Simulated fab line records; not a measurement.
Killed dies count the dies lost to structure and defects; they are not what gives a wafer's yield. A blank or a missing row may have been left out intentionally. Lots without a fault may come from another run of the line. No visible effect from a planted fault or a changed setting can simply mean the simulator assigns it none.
fab line records | flow sky130
record: lots: 14 | wafers: 42 | lastDay: 50
route steps=708 shown RES_XHIGH@340 SD_N@352
lots with no fault: from the same line, run without faults
startH: the number of hours between the record's first day and the start of the first shown wafer of the lot | waitH: how many hours have passed since the lot's step before this one | " the same as in the row above | L1.1+2: several wafers, shown together as one row | - no value, or no start given | * or withheld: withheld | < > ~ a bound
route shown NAME@n: names a module that has steps shown in the file, with the first one's number in the route | usual: mean and standard deviation over wafers with no fault | same: alike in all rows | chamber/n: place in a boat | sites: each site's reading | _std_site: the standard deviation of these | _edge_site: inner sites' mean taken away from outer sites' mean | radiusMm: how far each site lies from the wafer's centre | mask NAME#n: copy n | behind: tool/chamber where the wafer was last shaped | hold: why the lot went on hold/how many hours it stayed there/how the hold came to an end | device: names the non-switching transistor (n, p or np) | end of line: the same wafers' tests at the end of the route | step lacking rows: just its recipe | killed: at the first sort, the dies lost to defects and structure; wafer yield is something else | map: a wafer's dies, marking killed ones x, the rest . and places with no die _
set.NAME: the run value of the setting; set.NAME@STEP: its run value at that earlier step | model.NAME: the simulator's own value behind a step, which no gauge read
the route's steps for a sample of lots (tables are steps, rows are wafers)
services: from which hour (startH, from the record's first day; less than 0 if before it) a tool's chamber was out of use, for how many hours, and why
== steps ==
step: SKY_RES_XHIGH_STRIP_08
recipe: chemistry: O2/N2 | powerW: 1400 | pressureMtorr: 1500 | platenTempC: withheld | o2FlowSccm: 3000 | n2FlowSccm: 300 | overashFraction: 0.5
usual: drypumpMotorCurrentA: 5.8/0.47 | oesProductAu: 0.711/0.0042 | stripTimeToEndpointS: 14.30/0.031
lot.wafer | tool           | chamber | startH | waitH | drypumpMotorCurrentA | oesProductAu | rfHoursCounterH | stripTimeToEndpointS
L368.1    | plasmaAsher-04 | 1       | 621.14 | 0.1   | 5.4                  | 0.708        | 52              | 14.35
L368.5    | "              | 1       | "      | "     | 5.4                  | 0.712        | -               | 14.28
L368.6    | "              | 0       | "      | "     | 5.0                  | 0.711        | -               | 14.33
L369.3    | plasmaAsher-01 | 0       | 627.33 | 0.1   | 5.4                  | 0.717        | -               | 14.29
L369.4    | "              | 1       | "      | "     | 6.2                  | 0.712        | -               | 14.28
L369.5    | "              | 0       | "      | "     | 5.5                  | 0.707        | -               | 14.27
L371.1    | plasmaAsher-01 | 1       | 642.91 | 0.1   | 6.2                  | 0.723        | 90              | 14.34
L371.2    | "              | 0       | "      | "     | 5.5                  | 0.713        | 90              | 14.34
L371.4    | "              | 1       | "      | "     | 6.2                  | 0.718        | -               | 14.36
L372.1    | plasmaAsher-04 | 1       | 655.85 | 0.1   | 5.4                  | 0.705        | 56              | 14.31
L372.2    | "              | 0       | "      | "     | 5.0                  | 0.722        | 56              | 14.36
L372.4    | "              | 0       | "      | "     | 5.0                  | 0.707        | -               | 14.33
L376.1    | plasmaAsher-01 | 1       | 689.41 | 0.1   | 6.2                  | 0.707        | 95              | 14.30
L376.2    | "              | 0       | "      | "     | 5.5                  | 0.709        | 95              | 14.31
L376.4    | "              | 1       | "      | "     | 6.2                  | 0.710        | -               | 14.33
L377.1    | plasmaAsher-04 | 1       | 702.26 | 0.1   | 5.4                  | 0.719        | 60              | 14.28
L377.4    | "              | 1       | "      | "     | 5.4                  | 0.706        | -               | 14.26
L377.6    | "              | 1       | "      | "     | 5.4                  | 0.704        | -               | 14.28
L380.2    | plasmaAsher-01 | 0       | 716.65 | 0.1   | 5.4                  | 0.707        | 98              | 14.29
L380.4    | "              | 0       | "      | "     | 5.5                  | 0.709        | -               | 14.33
L380.5    | "              | 1       | "      | "     | 6.3                  | 0.712        | -               | 14.25
L381.1    | plasmaAsher-01 | 0       | 720.35 | 0.1   | 5.5                  | 0.707        | 98              | 14.30
L381.3    | "              | 1       | "      | "     | 6.2                  | 0.717        | -               | 14.30
L381.4    | "              | 0       | "      | "     | 5.5                  | 0.710        | -               | 14.31
L382.1    | plasmaAsher-02 | 1       | 739.90 | 0.1   | 6.2                  | 0.710        | 92              | 14.33
L382.2    | "              | 0       | "      | "     | 6.3                  | 0.710        | 92              | 14.30
L382.3    | "              | 0       | "      | "     | 6.3                  | 0.714        | -               | 14.33
L385.1    | plasmaAsher-01 | 0       | 758.56 | 0.1   | 5.4                  | 0.710        | 2               | 14.31
L385.3    | "              | 0       | "      | "     | 5.4                  | 0.718        | -               | 14.31
L385.6    | "              | 0       | "      | "     | 5.4                  | 0.714        | -               | 14.33
L388.1    | plasmaAsher-02 | 1       | 779.00 | 0.1   | 6.1                  | 0.715        | 96              | 14.29
L388.3    | "              | 0       | "      | "     | 6.3                  | 0.712        | -               | 14.24
L388.6    | "              | 0       | "      | "     | 6.2                  | 0.709        | -               | 14.23
L389.1    | plasmaAsher-01 | 1       | 784.61 | 0.1   | 6.3                  | 0.719        | 4               | 14.32
L389.4    | "              | 1       | "      | "     | 6.3                  | 0.715        | -               | 14.32
L389.5    | "              | 1       | "      | "     | 6.3                  | 0.705        | -               | 14.38
L390.2    | plasmaAsher-04 | 0       | 790.70 | 0.1   | 5.0                  | 0.715        | 69              | 14.36
L390.3    | "              | 1       | "      | "     | 5.4                  | 0.714        | -               | 14.35
L390.6    | "              | 1       | "      | "     | 5.4                  | 0.708        | -               | 14.31
L391.3    | plasmaAsher-02 | 1       | 793.70 | 0.1   | 6.2                  | 0.715        | -               | 14.29
L391.4    | "              | 0       | "      | "     | 6.2                  | 0.709        | -               | 14.25
L391.6    | "              | 1       | "      | "     | 6.2                  | 0.714        | -               | 14.27
step: SKY_SD_N_IMPLANT_10
recipe: species: P | energyKev: 20 | doseCm2: 1e+14 | tiltDeg: 0
usual: beamEnergyKeV: 20.001/0.0064 | beamOnS: 10.5/0.95 | implantIonAmu: 31/0
lot.wafer | tool         | chamber | startH | waitH | beamEnergyKeV | beamOnS | implantIonAmu
L368.1    | implanter-04 | 0       | 650.49 | 0.1   | 20.005        | 9.9     | 31
L368.5    | "            | 0       | "      | "     | 19.994        | 9.8     | 31
L368.6    | "            | 0       | "      | "     | 20.000        | 10.1    | 31
L369.3    | implanter-04 | 0       | 656.35 | 0.1   | 19.996        | 9.8     | 31
L369.4    | "            | 0       | "      | "     | 19.993        | 9.9     | 31
L369.5    | "            | 0       | "      | "     | 20.011        | 9.8     | 31
L371.1    | implanter-04 | 0       | 670.72 | 0.1   | 20.000        | 10.0    | 31
L371.2    | "            | 0       | "      | "     | 19.994        | 9.8     | 31
L371.4    | "            | 0       | "      | "     | 19.998        | 10.0    | 31
L372.1    | implanter-02 | 0       | 683.44 | 0.1   | 20.007        | 12.4    | 31
L372.2    | "            | 0       | "      | "     | 20.002        | 11.9    | 31
L372.4    | "            | 0       | "      | "     | 20.008        | 12.1    | 31
L376.1    | implanter-04 | 0       | 717.84 | 0.1   | 20.003        | 9.8     | 31
L376.2    | "            | 0       | "      | "     | 19.990        | 10.2    | 31
L376.4    | "            | 0       | "      | "     | 19.990        | 9.8     | 31
L377.1    | implanter-02 | 0       | 730.24 | 0.1   | 20.008        | 11.9    | 31
L377.4    | "            | 0       | "      | "     | 20.006        | 11.7    | 31
L377.6    | "            | 0       | "      | "     | 20.002        | 12.3    | 31
L380.2    | implanter-03 | 0       | 744.86 | 0.1   | 19.993        | 9.7     | 31
L380.4    | "            | 0       | "      | "     | 20.007        | 9.9     | 31
L380.5    | "            | 0       | "      | "     | 19.994        | 10.0    | 31
L381.1    | implanter-02 | -       | 748.42 | 0.1   | -             | -       | -
L381.3    | "            | -       | "      | "     | -             | -       | -
L381.4    | "            | -       | "      | "     | -             | -       | -
L382.1    | implanter-04 | -       | 766.89 | 0.1   | -             | -       | -
L382.2    | "            | -       | "      | "     | -             | -       | -
L382.3    | "            | -       | "      | "     | -             | -       | -
L385.1    | implanter-04 | 0       | 785.89 | 0.1   | 19.995        | 10.2    | 31
L385.3    | "            | 0       | "      | "     | 19.991        | 9.8     | 31
L385.6    | "            | 0       | "      | "     | 19.997        | 9.6     | 31
L388.1    | implanter-04 | 0       | 806.09 | 0.1   | 19.997        | 10.2    | 31
L388.3    | "            | 0       | "      | "     | 19.997        | 10.1    | 31
L388.6    | "            | 0       | "      | "     | 19.995        | 10.4    | 31
L389.1    | implanter-02 | 0       | 810.90 | 0.1   | 20.009        | 11.7    | 31
L389.4    | "            | 0       | "      | "     | 20.004        | 12.3    | 31
L389.5    | "            | 0       | "      | "     | 20.000        | 12.3    | 31
L390.2    | implanter-04 | 0       | 817.41 | 0.1   | 20.010        | 10.1    | 31
L390.3    | "            | 0       | "      | "     | 20.006        | 9.9     | 31
L390.6    | "            | 0       | "      | "     | 19.999        | 10.1    | 31
L391.3    | implanter-04 | 0       | 820.00 | 0.1   | 19.999        | 10.1    | 31
L391.4    | "            | 0       | "      | "     | 19.993        | 10.3    | 31
L391.6    | "            | 0       | "      | "     | 20.003        | 10.0    | 31
step: SKY_SD_N_TW_MEAS_12
usual: SD_N_TW: 3947/27
lot.wafer | tool         | chamber | startH | waitH | SD_N_TW
L368.1    | filmMetro-04 | -       | 650.74 | 0.1   | 3900
L368.5    | "            | -       | "      | "     | 3922
L368.6    | "            | -       | "      | "     | 3921
L369.3    | filmMetro-01 | -       | 656.57 | 0.1   | 3968
L369.4    | "            | -       | "      | "     | 3963
L369.5    | "            | -       | "      | "     | 3948
L371.1    | filmMetro-02 | -       | 670.97 | 0.1   | 3989
L371.2    | "            | -       | "      | "     | 4002
L371.4    | "            | -       | "      | "     | 3997
L372.1    | filmMetro-02 | -       | 683.69 | 0.1   | 3941
L372.2    | "            | -       | "      | "     | 3988
L372.4    | "            | -       | "      | "     | 3967
L376.1    | filmMetro-02 | -       | 718.09 | 0.1   | 3985
L376.2    | "            | -       | "      | "     | 3988
L376.4    | "            | -       | "      | "     | 3994
L377.1    | filmMetro-04 | -       | 730.49 | 0.1   | 3888
L377.4    | "            | -       | "      | "     | 3882
L377.6    | "            | -       | "      | "     | 3883
L380.2    | filmMetro-01 | -       | 745.10 | 0.1   | 3958
L380.4    | "            | -       | "      | "     | 3950
L380.5    | "            | -       | "      | "     | 3966
L381.1    | filmMetro-01 | -       | 748.67 | 0.1   | 3962
L381.3    | "            | -       | "      | "     | 3985
L381.4    | "            | -       | "      | "     | 3948
L382.1    | filmMetro-04 | -       | 767.14 | 0.1   | 3926
L382.2    | "            | -       | "      | "     | 3945
L382.3    | "            | -       | "      | "     | 3957
L385.1    | filmMetro-04 | -       | 786.14 | 0.1   | 3946
L385.3    | "            | -       | "      | "     | 3953
L385.6    | "            | -       | "      | "     | 3936
L388.1    | filmMetro-04 | -       | 806.34 | 0.1   | 3955
L388.3    | "            | -       | "      | "     | 3935
L388.6    | "            | -       | "      | "     | 3929
L389.1    | filmMetro-02 | -       | 811.15 | 0.1   | 3955
L389.4    | "            | -       | "      | "     | 3953
L389.5    | "            | -       | "      | "     | 3968
L390.2    | filmMetro-04 | -       | 817.65 | 0.1   | 3930
L390.3    | "            | -       | "      | "     | 3922
L390.6    | "            | -       | "      | "     | 3927
L391.3    | filmMetro-04 | -       | 820.22 | 0.1   | 3927
L391.4    | "            | -       | "      | "     | 3943
L391.6    | "            | -       | "      | "     | 3938
step: SKY_SD_N_RTA_14
recipe: tempC: 1075 | timeS: 2 | idleTempC: 650 | rampUpCPerS: 150 | rampDownCPerS: 90 | ambient: N2
usual: lampPowerPct: 15.74/0.057 | wafer_temp_C_max: 1078.0/1.4
lot.wafer | tool         | chamber | startH | waitH | lampPowerPct | wafer_temp_C_max
L368.1    | rtpAnneal-01 | 0       | 650.85 | 0.0   | 15.81        | 1079.4
L368.5    | "            | 0       | "      | "     | 15.75        | 1077.4
L368.6    | "            | 0       | "      | "     | 15.66        | 1078.0
L369.3    | rtpAnneal-02 | 0       | 656.68 | 0.0   | 15.76        | 1079.4
L369.4    | "            | 0       | "      | "     | 15.75        | 1081.6
L369.5    | "            | 0       | "      | "     | 15.77        | 1080.7
L371.1    | rtpAnneal-02 | 0       | 671.13 | 0.0   | 15.77        | 1081.0
L371.2    | "            | 0       | "      | "     | 15.82        | 1079.5
L371.4    | "            | 0       | "      | "     | 15.77        | 1078.8
L372.1    | rtpAnneal-01 | 0       | 683.80 | 0.0   | 15.66        | 1079.2
L372.2    | "            | 0       | "      | "     | 15.64        | 1079.5
L372.4    | "            | 0       | "      | "     | 15.77        | 1077.3
L376.1    | rtpAnneal-01 | 0       | 718.20 | 0.0   | 15.78        | 1077.3
L376.2    | "            | 0       | "      | "     | 15.75        | 1075.6
L376.4    | "            | 0       | "      | "     | 15.78        | 1076.8
L377.1    | rtpAnneal-02 | 0       | 730.60 | 0.0   | 15.69        | 1079.1
L377.4    | "            | 0       | "      | "     | 15.68        | 1078.4
L377.6    | "            | 0       | "      | "     | 15.67        | 1076.6
L380.2    | rtpAnneal-01 | 0       | 745.21 | 0.0   | 15.69        | 1077.6
L380.4    | "            | 0       | "      | "     | 15.73        | 1078.9
L380.5    | "            | 0       | "      | "     | 15.75        | 1078.3
L381.1    | rtpAnneal-02 | 0       | 748.78 | 0.0   | 15.74        | 1082.4
L381.3    | "            | 0       | "      | "     | 15.71        | 1078.2
L381.4    | "            | 0       | "      | "     | 15.78        | 1078.4
L382.1    | rtpAnneal-01 | 0       | 767.25 | 0.0   | 15.79        | 1078.7
L382.2    | "            | 0       | "      | "     | 15.68        | 1076.8
L382.3    | "            | 0       | "      | "     | 15.75        | 1078.5
L385.1    | rtpAnneal-02 | 0       | 786.25 | 0.0   | 15.69        | 1074.9
L385.3    | "            | 0       | "      | "     | 15.68        | 1076.7
L385.6    | "            | 0       | "      | "     | 15.78        | 1077.7
L388.1    | rtpAnneal-01 | 0       | 806.45 | 0.0   | 15.77        | 1077.6
L388.3    | "            | 0       | "      | "     | 15.69        | 1076.3
L388.6    | "            | 0       | "      | "     | 15.74        | 1078.0
L389.1    | rtpAnneal-02 | 0       | 811.26 | 0.0   | 15.70        | 1077.3
L389.4    | "            | 0       | "      | "     | 15.71        | 1077.7
L389.5    | "            | 0       | "      | "     | 15.65        | 1076.8
L390.2    | rtpAnneal-01 | 0       | 817.76 | 0.0   | 15.75        | 1077.4
L390.3    | "            | 0       | "      | "     | 15.79        | 1079.8
L390.6    | "            | 0       | "      | "     | 15.82        | 1076.6
L391.3    | rtpAnneal-02 | 0       | 820.34 | 0.0   | 15.78        | 1080.0
L391.4    | "            | 0       | "      | "     | 15.82        | 1079.7
L391.6    | "            | 0       | "      | "     | 15.71        | 1078.3
step: SKY_SD_N_RS_MEAS_16
recipe: thkMeasGauge: four-point-probe
usual: SD_N_RS: 68.60/0.11
lot.wafer | tool         | chamber | startH | waitH | SD_N_RS[ohm/sq]
L368.1    | filmMetro-02 | -       | 651.02 | 0.1   | 68.75
L368.5    | "            | -       | "      | "     | 68.58
L368.6    | "            | -       | "      | "     | 68.47
L369.3    | filmMetro-01 | -       | 656.87 | 0.1   | 68.71
L369.4    | "            | -       | "      | "     | 68.74
L369.5    | "            | -       | "      | "     | 68.58
L371.1    | filmMetro-04 | -       | 671.30 | 0.1   | 68.69
L371.2    | "            | -       | "      | "     | 68.68
L371.4    | "            | -       | "      | "     | 68.61
L372.1    | filmMetro-04 | -       | 683.97 | 0.1   | 68.55
L372.2    | "            | -       | "      | "     | 68.67
L372.4    | "            | -       | "      | "     | 68.69
L376.1    | filmMetro-02 | -       | 718.37 | 0.1   | 68.73
L376.2    | "            | -       | "      | "     | 68.60
L376.4    | "            | -       | "      | "     | 68.48
L377.1    | filmMetro-01 | -       | 730.77 | 0.1   | 68.49
L377.4    | "            | -       | "      | "     | 68.62
L377.6    | "            | -       | "      | "     | 68.49
L380.2    | filmMetro-02 | -       | 745.39 | 0.1   | 68.60
L380.4    | "            | -       | "      | "     | 68.71
L380.5    | "            | -       | "      | "     | 68.62
L381.1    | filmMetro-04 | -       | 748.95 | 0.1   | 70.68
L381.3    | "            | -       | "      | "     | 70.76
L381.4    | "            | -       | "      | "     | 70.87
L382.1    | filmMetro-04 | -       | 767.42 | 0.1   | 70.70
L382.2    | "            | -       | "      | "     | 70.79
L382.3    | "            | -       | "      | "     | 70.78
L385.1    | filmMetro-01 | -       | 786.42 | 0.1   | 68.51
L385.3    | "            | -       | "      | "     | 68.66
L385.6    | "            | -       | "      | "     | 68.73
L388.1    | filmMetro-02 | -       | 806.62 | 0.1   | 68.44
L388.3    | "            | -       | "      | "     | 68.46
L388.6    | "            | -       | "      | "     | 68.58
L389.1    | filmMetro-01 | -       | 811.44 | 0.1   | 68.83
L389.4    | "            | -       | "      | "     | 68.78
L389.5    | "            | -       | "      | "     | 68.69
L390.2    | filmMetro-01 | -       | 817.94 | 0.1   | 68.68
L390.3    | "            | -       | "      | "     | 68.51
L390.6    | "            | -       | "      | "     | 68.69
L391.3    | filmMetro-02 | -       | 820.53 | 0.1   | 68.50
L391.4    | "            | -       | "      | "     | 68.83
L391.6    | "            | -       | "      | "     | 68.60
== services ==
tool           | chamber | startH | hours | kind
implanter-04   | -       | 603.33 | 3.3   | pm
implanter-03   | -       | 618.10 | 1.5   | repair
implanter-02   | -       | 621.27 | 17.6  | pm
rtpAnneal-02   | -       | 633.47 | 0.8   | pm
plasmaAsher-02 | -       | 675.19 | 1.7   | repair
implanter-03   | -       | 698.59 | 5.6   | pm
plasmaAsher-04 | -       | 708.31 | 4.0   | pm
implanter-02   | -       | 708.59 | 2.1   | repair
implanter-03   | -       | 721.62 | 15.0  | pm
plasmaAsher-01 | -       | 733.75 | 9.0   | pm
plasmaAsher-01 | 0       | 733.75 | 9.0   | ventCycle
plasmaAsher-01 | 1       | 733.75 | 9.0   | ventCycle
rtpAnneal-01   | -       | 741.37 | 3.2   | pm
plasmaAsher-01 | 0       | 742.75 | -     | clean
plasmaAsher-01 | 1       | 742.75 | -     | clean
implanter-04   | -       | 763.38 | 1.9   | repair
implanter-03   | -       | 768.09 | 1.7   | repair
plasmaAsher-01 | -       | 769.37 | 1.4   | repair
implanter-03   | -       | 774.95 | 2.0   | repair
plasmaAsher-04 | -       | 807.57 | 1.1   | repair
== key ==
firstSign: step: SKY_SD_N_IMPLANT_10 | reading: toolRecord | direction: missing
effect: step: SKY_SD_N_RS_MEAS_16 | reading: SD_N_RS | direction: up | sigmas: 19 | usual: 68.60 | struck: 70.76
metAt SKY_SD_N_IMPLANT_10
struckLots L381,L382
laterRowsLeftOut L381.1,L381.3,L381.4,L382.1,L382.2,L382.3
sortLeftOut L381.1,L381.3,L381.4,L382.1,L382.2,L382.3
testerLeftOut L381,L382
notActingAt SKY_RES_XHIGH_STRIP_08,SKY_SD_N_TW_MEAS_12,SKY_SD_N_RTA_14
onsetBetween 730.24 748.42
fault: kind: skippedStepWhole | tool: implanter-02,implanter-04 | chamber: - | onsetH: 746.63 | steps: SKY_SD_N_IMPLANT_10 | scope: struckLotsOnly
testerLeftOut: of these lots the tester's yield and bins aren't shown, on N5 and GAA mostly nor the transistor test; their killed dies are dies lost to structure and defects alone, not to doping, threshold or leakage, so they don't give the yield
sortLeftOut: the simulated sort isn't trusted on such a fault, so these wafers' sort isn't shown, and their yield isn't known
laterRowsLeftOut: the simulator's readings of these wafers behind a module that went badly wrong aren't trusted and aren't shown, but for the sort
